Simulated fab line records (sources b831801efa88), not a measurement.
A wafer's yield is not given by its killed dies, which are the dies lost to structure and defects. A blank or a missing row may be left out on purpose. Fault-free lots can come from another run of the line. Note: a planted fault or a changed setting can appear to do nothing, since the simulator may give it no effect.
Which of the tools did it? ; flow gf180mcu ; 12 lots, 36 wafers sampled, at 5 steps of a route of 602

## WHAT EACH GAUGE READ, for each wafer
GF_MVPSD_TW_MEAS_11.
lot;measured;on;MVPSD_TW
L870;day 5 04:10;film metro-02;552 552 553
L871;day 5 08:50;film metro-01;551 546 549
L872;day 5 16:17;film metro-02;554 554 552
L873;day 5 19:55;film metro-02;553 553 552
L874;day 6 01:04;film metro-01;544 546 542
L875;day 6 05:01;film metro-01;543 545 548
L876;day 6 13:28;film metro-03;559 559 559
L882;day 8 04:12;film metro-01;539 538 537
L887;day 9 07:16;film metro-01;548 546 543
L889;day 9 18:11;film metro-03;556 557 557
L890;day 9 23:19;film metro-02;556 555 556
L893;day 10 18:07;film metro-02;555 551 554

GF_VT_IMPLANT_RS_MEAS_49: measures by four-point-probe.
lot;measured;on;MVPSD_RS (ohm/sq)
L870;day 7 17:14;film metro-01;1182 1183 1180
L871;day 7 21:41;film metro-03;1178 1186 1181
L872;day 8 05:54;film metro-02;1179 1177 1180
L873;day 8 12:23;film metro-01;1185 1180 1179
L874;day 8 17:37;film metro-02;1183 1186 1187
L875;day 8 21:29;film metro-01;1187 1189 1183
L876;day 9 06:42;film metro-01;1178 1181 1180
L882;day 11 02:24;film metro-02;1271 1270 1272
L887;day 12 08:42;film metro-01;1182 1184 1181
L889;day 12 19:38;film metro-03;1179 1180 1178
L890;day 13 02:00;film metro-02;1189 1186 1189
L893;day 14 00:28;film metro-03;1185 1185 1182

GF_HV_LDD_CD_MEAS_31: the cd target is 400 nm.
lot;measured;on;cd nm (nm)
L870;day 11 18:02;cd sem-02;396.5 397.8 398.3
L871;day 11 23:54;cd sem-02;400.0 401.3 402.0
L872;day 12 06:56;cd sem-02;399.4 402.8 399.7
L873;day 12 12:21;cd sem-02;400.5 399.3 400.8
L874;day 12 21:39;cd sem-02;401.8 401.3 401.4
L875;day 13 00:40;cd sem-01;396.9 401.0 398.1
L876;day 13 13:08;cd sem-01;400.1 401.6 399.4
L882;day 15 17:08;cd sem-01;403.0 401.0 401.9
L887;day 17 03:30;cd sem-01;399.6 398.6 400.0
L889;day 17 17:00;cd sem-01;396.1 396.9 396.3
L890;day 17 23:50;cd sem-02;400.8 399.6 400.9
L893;day 19 03:45;cd sem-01;398.4 400.0 399.6

GF_HV_LDD_OVL_MEAS_32.
lot;measured;on;HV_LDD_02_OVL (nm)
L870;day 11 18:08;overlay-01;-1.1 -0.1 -0.7
L871;day 11 23:59;overlay-01;-2.3 -1.4 -2.4
L872;day 12 07:04;overlay-02;-1.6 -1.3 -1.9
L873;day 12 12:26;overlay-01;-0.9 -1.1 -0.3
L874;day 12 21:44;overlay-01;-0.4 0.4 -2.3
L875;day 13 00:47;overlay-01;-2.4 -2.6 -1.4
L876;day 13 13:16;overlay-02;0.9 1.7 0.0
L882;day 15 17:15;overlay-01;-1.0 -2.4 -1.9
L887;day 17 03:35;overlay-02;-1.4 -0.1 -2.8
L889;day 17 17:07;overlay-01;-4.1 -3.4 -4.7
L890;day 17 23:57;overlay-01;2.5 3.9 4.3
L893;day 19 03:49;overlay-01;0.9 -0.9 -0.6

## WHICH TOOL RAN EACH LOT (tool, then ch and the chambers of the sampled wafers, then the start)
lot;GF_MVPSD_IMPLANT_09
L870;implanter-02 ch 0, day 5 03:56
L871;implanter-02 ch 0, day 5 08:38
L872;implanter-02 ch 0, day 5 16:02
L873;implanter-02 ch 0, day 5 19:41
L874;implanter-02 ch 0, day 6 00:50
L875;implanter-04 ch 0, day 6 04:46
L876;implanter-02 ch 0, day 6 13:13
L882;implanter-04 ch 0, day 8 03:58
L887;implanter-01 ch 0, day 9 07:04
L889;implanter-01 ch 0, day 9 17:56
L890;implanter-01 ch 0, day 9 23:05
L893;implanter-02 ch 0, day 10 17:54
- GF_MVPSD_IMPLANT_09

## WHAT THE TOOLS THEMSELVES READ (means of the sampled wafers that have a number; where no wafer has one, the mark that the record gives instead)
The record holds no such reading with a usual standard deviation.

## THE ANSWER, worked out from the rows above alone
Rule: the lots themselves supply what counts as usual. Put in order of their means at a reading, lots are off if they are a third of the lots or fewer, leave a main group of 4 or more, and stand apart from it by a gap of 3 or more times the standard deviation of the main group's means; of several such gaps the widest counts. A main group whose means are all the same, to the digits that the tables above print for the reading, isn't used. A lot without any number at a reading at which 4 lots or more have one is off too. All remaining lots with rows at the step are treated as sound. The gauges are gone through in route order, then the tools' own readings, and for those a lot's mean is taken as printed above. At the first step where some lot is off, the reading lying furthest off is the one used; lots without a number count as furthest.
Off: L882, seen at GF_VT_IMPLANT_RS_MEAS_49 (MVPSD_RS). The main group has a mean of 1183 ohm/sq with a standard deviation of 2.9.
A tool fits if, at a process step before that reading, it ran every lot that is off, and no sound lot after the first of them. The gauges at GF_VT_IMPLANT_RS_MEAS_49 are tried like those tools. One fits: implanter-04 at GF_MVPSD_IMPLANT_09. Its last sound lot is L875 (day 6 04:46), its first lot that is off L882 (day 8 03:58): a fault that began between those two fits.

## WHAT HAD BEEN PUT IN BY THE SIMULATOR
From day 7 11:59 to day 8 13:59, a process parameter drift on implanter-04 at GF_MVPSD_IMPLANT_09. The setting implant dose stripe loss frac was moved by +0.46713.
Struck lots among those shown: L882. Same finding as the rule above.
